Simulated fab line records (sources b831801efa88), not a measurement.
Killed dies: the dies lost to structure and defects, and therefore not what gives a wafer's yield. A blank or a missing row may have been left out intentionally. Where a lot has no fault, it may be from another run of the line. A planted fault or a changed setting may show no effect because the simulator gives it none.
Commonality check across tools | flow gf180mcu | Sample size 13 lots and 39 wafers

== THE REASON FOR OPENING IT ==
GF_V1_THK_MEAS_01, reading V1_CVD_00_THK: flagged on 2 of 13 lots. Wafers without a fault read 602 nm, standard deviation 5.8.
Rule: a lot is flagged when every wafer of it that has a number lies more than 4 standard deviations from that mean, or none has a number. The rest of the lots are taken to be sound.

lot  | measured     | on            | V1_CVD_00_THK (nm), wafer by wafer | flag
L764 | day 17 03:45 | film_metro-04 | 603 602 615                        |
L765 | day 17 17:09 | film_metro-01 | 594 595 593                        |
L766 | day 18 07:07 | film_metro-01 | 600 606 594                        |
L767 | day 18 09:38 | film_metro-01 | 607 605 602                        |
L769 | day 19 00:59 | film_metro-01 | 598 594 598                        |
L772 | day 20 04:33 | film_metro-02 | 301 305 295                        | FLAGGED
L775 | day 21 11:46 | film_metro-04 | 302 307 300                        | FLAGGED
L780 | day 23 02:44 | film_metro-04 | 604 607 605                        |
L782 | day 23 15:05 | film_metro-01 | 590 593 603                        |
L784 | day 24 09:50 | film_metro-02 | 605 596 590                        |
L785 | day 24 18:18 | film_metro-02 | 604 605 604                        |
L786 | day 25 01:58 | film_metro-02 | 603 609 607                        |
L787 | day 25 02:01 | film_metro-01 | 605 593 607                        |
The numbers of the flagged lots are 302 nm on average: -300 nm against the usual, or -52 standard deviations.

== TOOL THAT RAN EACH LOT ==
The record keeps 1 process step preceding the reading, out of 602 steps on the route. Each cell gives the tool, then ch followed by the chambers the sampled wafers passed through, then the start.
lot  | flag    | GF_V1_CVD_00
L764 |         | hdpcvd-02 ch 0,1,2, day 17 03:41
L765 |         | hdpcvd-01 ch 0,1, day 17 17:05
L766 |         | hdpcvd-01 ch 0,1, day 18 07:02
L767 |         | hdpcvd-02 ch 1,2, day 18 09:34
L769 |         | hdpcvd-01 ch 1,2, day 19 00:54
L772 | FLAGGED | hdpcvd-01 ch 1,2, day 20 04:28
L775 | FLAGGED | hdpcvd-01 ch 0,2, day 21 11:41
L780 |         | hdpcvd-02 ch 0,1, day 23 02:40
L782 |         | hdpcvd-02 ch 0,2, day 23 15:01
L784 |         | hdpcvd-02 ch 0,1, day 24 09:46
L785 |         | hdpcvd-01 ch 0,2, day 24 18:13
L786 |         | hdpcvd-01 ch 0,1,2, day 25 01:53
L787 |         | hdpcvd-01 ch 0,2, day 25 01:57
What the steps here do:
- GF_V1_CVD_00: deposits SiO2, target thk 600 nm, time 100 s.
- GF_V1_THK_MEAS_01

== FLAGGED OVER TOTAL, TOOL BY TOOL (the gauges that took the reading come last) ==
step              | tool          | lots run | flagged | share of the flagged lots | sound lots run after its first flagged lot
GF_V1_CVD_00      | hdpcvd-01     | 8        | 2       | all                       | 3 (L785,L786,L787)
GF_V1_CVD_00      | hdpcvd-02     | 5        | 0       | none                      | -
GF_V1_THK_MEAS_01 | film_metro-01 | 6        | 0       | none                      | -
GF_V1_THK_MEAS_01 | film_metro-02 | 4        | 1       | some                      | 3 (L784,L785,L786)
GF_V1_THK_MEAS_01 | film_metro-04 | 3        | 1       | some                      | 1 (L780)

== WHAT THE TABLE PERMITS ==
All flagged lots share 1 row of the table, namely hdpcvd-01 at GF_V1_CVD_00.
- hdpcvd-01 at GF_V1_CVD_00 ran 8 lots, 2 of them flagged. Lots that were sound ran on it after the first flagged one (L785, L786, L787); a persistent fault on the entire tool would not allow that. Its own readings (sih4_flow_sccm) fall more than 4 standard deviations out on all wafers of the flagged lots.
None of the table's rows ran every flagged lot and, after the first, no sound lot.

== WHAT THE SIMULATOR HAD PUT IN ==
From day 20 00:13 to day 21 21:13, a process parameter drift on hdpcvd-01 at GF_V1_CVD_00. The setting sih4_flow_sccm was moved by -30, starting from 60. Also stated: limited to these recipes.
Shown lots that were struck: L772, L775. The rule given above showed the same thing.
